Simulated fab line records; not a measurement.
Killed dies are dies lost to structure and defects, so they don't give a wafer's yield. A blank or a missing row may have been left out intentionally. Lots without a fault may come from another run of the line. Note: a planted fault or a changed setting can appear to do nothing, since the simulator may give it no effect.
Which tool is to blame? | flow sky130 | 24 lots with 72 wafers sampled at 6 steps, on a route of 708 steps

== WHAT EACH GAUGE READ, for each wafer ==
SKY_VT_ADJUST_HVTP_TW_MEAS_11.
lot  | measured     | on           | VT_ADJUST_HVTP_TW
L074 | day 6 08:44  | filmMetro-01 | 1340 1330 1328
L075 | day 6 16:26  | filmMetro-01 | 1326 1325 1337
L076 | day 6 20:53  | filmMetro-01 | 1324 1331 1331
L077 | day 7 03:19  | filmMetro-02 | 1356 1343 1347
L078 | day 7 12:26  | filmMetro-04 | 1368 1371 1367
L079 | day 7 14:55  | filmMetro-04 | 1373 1375 1371
L080 | day 7 20:53  | filmMetro-04 | 1372 1377 1367
L081 | day 8 03:26  | filmMetro-01 | 1329 1326 1326
L082 | day 8 11:57  | filmMetro-04 | 1364 1360 1359
L083 | day 8 18:18  | filmMetro-02 | 1349 1351 1347
L084 | day 8 22:44  | filmMetro-02 | 1347 1346 1354
L085 | day 9 06:32  | filmMetro-04 | 1377 1369 1369
L086 | day 9 13:02  | filmMetro-02 | 1354 1359 1351
L087 | day 9 15:55  | filmMetro-02 | 1351 1343 1360
L088 | day 10 03:27 | filmMetro-02 | 1352 1355 1356
L089 | day 10 08:47 | filmMetro-04 | 1377 1374 1366
L090 | day 10 16:58 | filmMetro-04 | 1360 1375 1375
L091 | day 10 23:14 | filmMetro-01 | 1339 1333 1337
L092 | day 11 04:29 | filmMetro-01 | 1337 1338 1330
L093 | day 11 05:48 | filmMetro-04 | 1371 1370 1374
L094 | day 11 14:30 | filmMetro-04 | 1372 1376 1369
L095 | day 11 18:38 | filmMetro-04 | 1373 1366 1373
L096 | day 12 01:53 | filmMetro-04 | 1376 1377 1379
L097 | day 12 15:17 | filmMetro-02 | 1339 1338 1338

SKY_VT_ADJUST_NCORE_OVL_MEAS_08.
lot  | measured     | on         | VT_ADJUST_NCORE_OVL (nm)
L074 | day 8 22:39  | overlay-02 | -0.6 0.9 0.3
L075 | day 9 08:53  | overlay-01 | -0.7 -0.5 -0.7
L076 | day 9 13:47  | overlay-01 | -1.1 -1.8 0.5
L077 | day 9 20:22  | overlay-02 | 1.8 1.4 1.0
L078 | day 10 06:35 | overlay-01 | 1.8 1.9 2.0
L079 | day 10 09:41 | overlay-02 | 0.9 1.4 0.0
L080 | day 10 16:58 | overlay-01 | -1.1 -0.9 1.5
L081 | day 10 23:00 | overlay-02 | 1.4 0.5 -0.7
L082 | day 11 08:50 | overlay-02 | 0.6 -0.7 0.2
L083 | day 11 16:28 | overlay-01 | -0.2 2.4 -0.5
L084 | day 11 20:51 | overlay-01 | 0.3 1.0 2.4
L085 | day 12 05:29 | overlay-01 | -0.4 -1.0 -1.3
L086 | day 12 20:32 | overlay-01 | 1.6 3.0 0.8
L087 | day 12 21:04 | overlay-02 | -0.4 0.2 -0.2
L088 | day 12 23:19 | overlay-01 | -1.9 0.7 2.0
L089 | day 13 17:54 | overlay-01 | 1.2 0.6 -0.4
L090 | day 13 20:41 | overlay-01 | -0.3 0.6 -1.5
L091 | day 13 23:36 | overlay-01 | 2.1 2.0 0.6
L092 | day 14 02:00 | overlay-02 | 3.3 3.6 0.9
L093 | day 14 02:37 | overlay-01 | 1.6 2.0 0.7
L094 | day 15 02:16 | overlay-01 | -0.5 0.5 -0.8
L095 | day 15 03:21 | overlay-01 | -0.2 0.5 -0.4
L096 | day 15 04:54 | overlay-02 | 0.7 -1.2 0.1
L097 | day 15 21:18 | overlay-01 | 1.8 1.5 0.8

SKY_SONOS_TUNNEL_CD_MEAS_07: the cd target is 410 nm.
lot  | measured     | on       | cdNm (nm)
L074 | day 11 22:01 | cdSem-01 | 412.1 411.5 410.3
L075 | day 12 16:16 | cdSem-01 | 408.6 406.6 408.1
L076 | day 12 18:01 | cdSem-01 | 406.7 409.6 408.1
L077 | day 12 20:10 | cdSem-01 | 412.6 412.5 410.4
L078 | day 13 15:40 | cdSem-01 | 406.9 406.8 406.7
L079 | day 13 18:42 | cdSem-01 | 408.6 409.4 411.3
L080 | day 13 20:53 | cdSem-02 | 409.1 410.8 411.1
L081 | day 13 22:56 | cdSem-01 | 410.1 410.3 410.5
L082 | day 14 20:59 | cdSem-02 | 409.3 410.1 408.1
L083 | day 15 00:35 | cdSem-01 | 407.4 407.8 407.3
L084 | day 15 01:58 | cdSem-02 | 408.9 411.0 411.2
L085 | day 15 05:29 | cdSem-02 | 412.0 413.7 415.1
L086 | day 16 05:28 | cdSem-01 | 411.0 411.7 409.4
L087 | day 16 06:25 | cdSem-01 | 410.2 409.7 409.7
L088 | day 16 08:49 | cdSem-01 | 409.4 410.1 408.6
L089 | day 17 04:53 | cdSem-01 | 406.3 406.2 407.3
L090 | day 17 08:21 | cdSem-02 | 408.0 408.9 406.8
L091 | day 17 11:44 | cdSem-02 | 409.9 410.0 410.6
L092 | day 17 15:16 | cdSem-02 | 413.4 411.7 414.1
L093 | day 17 15:53 | cdSem-02 | 408.5 410.1 408.9
L094 | day 18 16:38 | cdSem-01 | 406.9 410.5 408.9
L095 | day 18 18:37 | cdSem-01 | 407.0 406.4 408.3
L096 | day 18 21:10 | cdSem-02 | 409.8 410.3 410.0
L097 | day 19 15:29 | cdSem-01 | 406.9 406.2 408.4

SKY_CAP2M_OVL_MEAS_12.
lot  | measured     | on         | CAP2M_OVL (nm)
L074 | day 41 16:52 | overlay-02 | -0.9 1.6 0.3
L075 | day 42 16:08 | overlay-02 | -1.7 -1.6 1.0
L076 | day 42 11:32 | overlay-01 | 0.8 -0.9 0.3
L077 | day 42 14:35 | overlay-01 | -0.6 0.4 -1.4
L078 | day 43 06:34 | overlay-01 | -0.8 0.7 -2.0
L079 | day 43 06:51 | overlay-02 | 0.6 -0.8 -1.5
L080 | day 43 16:17 | overlay-01 | 0.7 0.0 -0.9
L081 | day 43 14:52 | overlay-01 | -1.6 -2.6 -1.8
L082 | day 44 07:44 | overlay-01 | 0.5 0.5 -1.8
L083 | day 44 08:37 | overlay-01 | -1.1 -0.3 -0.3
L084 | day 44 11:20 | overlay-02 | 0.4 0.3 1.6
L085 | day 44 21:01 | overlay-01 | -1.2 -1.2 -1.9
L086 | day 45 11:26 | overlay-01 | -1.8 -2.3 -3.0
L087 | day 45 08:32 | overlay-02 | -1.8 0.8 0.9
L088 | day 45 14:23 | overlay-01 | 0.4 0.3 -2.2
L089 | day 46 00:26 | overlay-01 | -1.7 0.1 -1.5
L090 | day 46 02:38 | overlay-01 | 1.7 1.6 3.5
L091 | day 46 04:14 | overlay-01 | -1.1 -1.2 -1.8
L092 | day 46 08:37 | overlay-01 | -3.6 -1.2 -2.2
L093 | day 46 11:07 | overlay-01 | -1.9 -0.4 -1.7
L094 | day 47 02:56 | overlay-01 | -1.9 -2.0 -2.1
L095 | day 47 04:40 | overlay-02 | 0.3 -0.8 0.2
L096 | day 47 08:05 | overlay-02 | -0.4 0.1 -2.2
L097 | day 47 19:02 | overlay-02 | 0.3 0.0 2.0

== WHICH TOOL RAN EACH LOT (tool, then ch and the chambers of the sampled wafers, then the start) ==
lot  | SKY_LI_CONTACT_ETCH_15            | SKY_METAL3_DESCUM_15
L074 | rieDiel-04 ch 0,1,3, day 29 23:13 | rieMetal-01 ch 0,1, day 39 11:43
L075 | rieDiel-02 ch 0,3, day 31 00:55   | rieMetal-01 ch 0,1, day 40 12:22
L076 | rieDiel-03 ch 1,2,3, day 30 20:53 | rieMetal-01 ch 0,1, day 40 07:32
L077 | rieDiel-04 ch 0,1,2, day 30 23:18 | rieMetal-02 ch 0,1, day 40 10:17
L078 | rieDiel-04 ch 0,3, day 31 18:02   | rieMetal-01 ch 0,1, day 41 02:26
L079 | rieDiel-02 ch 0,1,2, day 31 21:22 | rieMetal-02 ch 0,1, day 41 04:00
L080 | rieDiel-03 ch 0,3, day 32 05:01   | rieMetal-02 ch 0,1, day 41 12:59
L081 | rieDiel-03 ch 1,2,3, day 32 04:01 | rieMetal-03 ch 0,1, day 41 11:17
L082 | rieDiel-02 ch 0,2,3, day 32 22:38 | rieMetal-01 ch 0,1, day 42 03:56
L083 | rieDiel-03 ch 0,3, day 33 01:44   | rieMetal-02 ch 1, day 42 07:22
L084 | rieDiel-02 ch 0,1, day 33 07:11   | rieMetal-01 ch 1, day 42 09:40
L085 | rieDiel-04 ch 1,2, day 33 16:14   | rieMetal-03 ch 1, day 42 19:16
L086 | rieDiel-03 ch 0,2,3, day 34 09:43 | rieMetal-03 ch 0, day 43 09:38
L087 | rieDiel-03 ch 0,2, day 34 06:38   | rieMetal-02 ch 0,1, day 43 07:35
L088 | rieDiel-02 ch 2,3, day 34 12:28   | rieMetal-03 ch 0,1, day 43 13:12
L089 | rieDiel-04 ch 0,1, day 35 02:49   | rieMetal-02 ch 0,1, day 43 23:46
L090 | rieDiel-03 ch 0,2,3, day 35 05:04 | rieMetal-02 ch 0,1, day 44 02:08
L091 | rieDiel-02 ch 2,3, day 35 06:19   | rieMetal-01 ch 0,1, day 44 04:56
L092 | rieDiel-04 ch 0,1,2, day 35 14:26 | rieMetal-02 ch 0,1, day 44 10:23
L093 | rieDiel-02 ch 0,2,3, day 35 16:13 | rieMetal-02 ch 0,1, day 44 11:19
L094 | rieDiel-04 ch 0,1,2, day 36 09:02 | rieMetal-02 ch 0,1, day 45 03:56
L095 | rieDiel-02 ch 2,3, day 36 15:58   | rieMetal-03 ch 0,1, day 45 07:26
L096 | rieDiel-03 ch 0,1,2, day 36 17:52 | rieMetal-03 ch 1, day 45 09:55
L097 | rieDiel-02 ch 0,2,3, day 37 08:16 | rieMetal-03 ch 0,1, day 45 21:55
- SKY_LI_CONTACT_ETCH_15: etches PSG in C4F8/O2/Ar, stops on Si, target depth 600 nm.
- SKY_METAL3_DESCUM_15: chemistry O2, time 8 s.

== WHAT THE TOOLS THEMSELVES READ (means of the sampled wafers that have a number; where no wafer has one, the mark that the record gives instead) ==
SKY_LI_CONTACT_ETCH_15.
lot  | tool       | oesProductAu (a.u.)
L074 | rieDiel-04 | 0.838
L075 | rieDiel-02 | 0.834
L076 | rieDiel-03 | 0.836
L077 | rieDiel-04 | 0.837
L078 | rieDiel-04 | 0.832
L079 | rieDiel-02 | 0.837
L080 | rieDiel-03 | 0.838
L081 | rieDiel-03 | 0.838
L082 | rieDiel-02 | 0.840
L083 | rieDiel-03 | 0.836
L084 | rieDiel-02 | 0.836
L085 | rieDiel-04 | 0.837
L086 | rieDiel-03 | 0.842
L087 | rieDiel-03 | 0.841
L088 | rieDiel-02 | 0.833
L089 | rieDiel-04 | 0.837
L090 | rieDiel-03 | 0.836
L091 | rieDiel-02 | 0.841
L092 | rieDiel-04 | 0.837
L093 | rieDiel-02 | 0.836
L094 | rieDiel-04 | 0.839
L095 | rieDiel-02 | 0.833
L096 | rieDiel-03 | 0.836
L097 | rieDiel-02 | 0.835

SKY_METAL3_DESCUM_15.
lot  | tool        | drypumpMotorCurrentA (A) | oesProductAu (a.u.) | tempC (C)
L074 | rieMetal-01 | 5.59                     | 0.987               | 40.10
L075 | rieMetal-01 | 5.41                     | 0.984               | 39.94
L076 | rieMetal-01 | 5.43                     | 0.990               | 40.10
L077 | rieMetal-02 | 5.56                     | 1.012               | 39.98
L078 | rieMetal-01 | 5.43                     | 0.991               | 40.01
L079 | rieMetal-02 | 5.37                     | 1.020               | 40.09
L080 | rieMetal-02 | 5.38                     | 1.015               | 40.06
L081 | rieMetal-03 | 5.40                     | 1.000               | 39.85
L082 | rieMetal-01 | 5.41                     | 0.981               | 40.00
L083 | rieMetal-02 | 5.72                     | 1.014               | 39.95
L084 | rieMetal-01 | 5.27                     | 0.988               | 40.06
L085 | rieMetal-03 | 5.63                     | 1.010               | 40.04
L086 | rieMetal-03 | 5.03                     | 0.992               | 39.98
L087 | rieMetal-02 | 5.38                     | 1.012               | 40.00
L088 | rieMetal-03 | 5.24                     | 0.993               | 40.02
L089 | rieMetal-02 | 5.55                     | 0.999               | 39.92
L090 | rieMetal-02 | 5.39                     | 1.018               | 40.00
L091 | rieMetal-01 | 5.56                     | 0.986               | 40.08
L092 | rieMetal-02 | 5.56                     | 1.008               | 40.03
L093 | rieMetal-02 | 5.41                     | 1.009               | 39.99
L094 | rieMetal-02 | 5.55                     | 1.011               | 40.10
L095 | rieMetal-03 | 5.42                     | 1.004               | 39.95
L096 | rieMetal-03 | 5.64                     | 1.007               | 40.02
L097 | rieMetal-03 | 5.22                     | 1.010               | 39.85

== THE ANSWER, worked out from the rows above alone ==
Rule: usual is defined by the lots themselves. The widest of any qualifying gaps counts: lots, ordered by their means at a reading, are off when they make up no more than a third of the lots, leave a main group of 4 or more, and stand apart from it by 3 or more times the standard deviation of that group's means. The tables above print the reading to a certain number of digits; a main group whose means all agree to those digits is not used. A lot without any number at a reading at which 4 lots or more have one is off too. The other lots that the step has rows for count as sound. Order of review: gauges by route order, followed by the tools' own readings, for which a lot's mean as printed above is used. At the first step where some lot is off, the reading lying furthest off is the one used; lots without a number count as furthest.
No lot is off at any reading shown: from this, nothing can be told.

== WHAT THE SIMULATOR PUT IN ==
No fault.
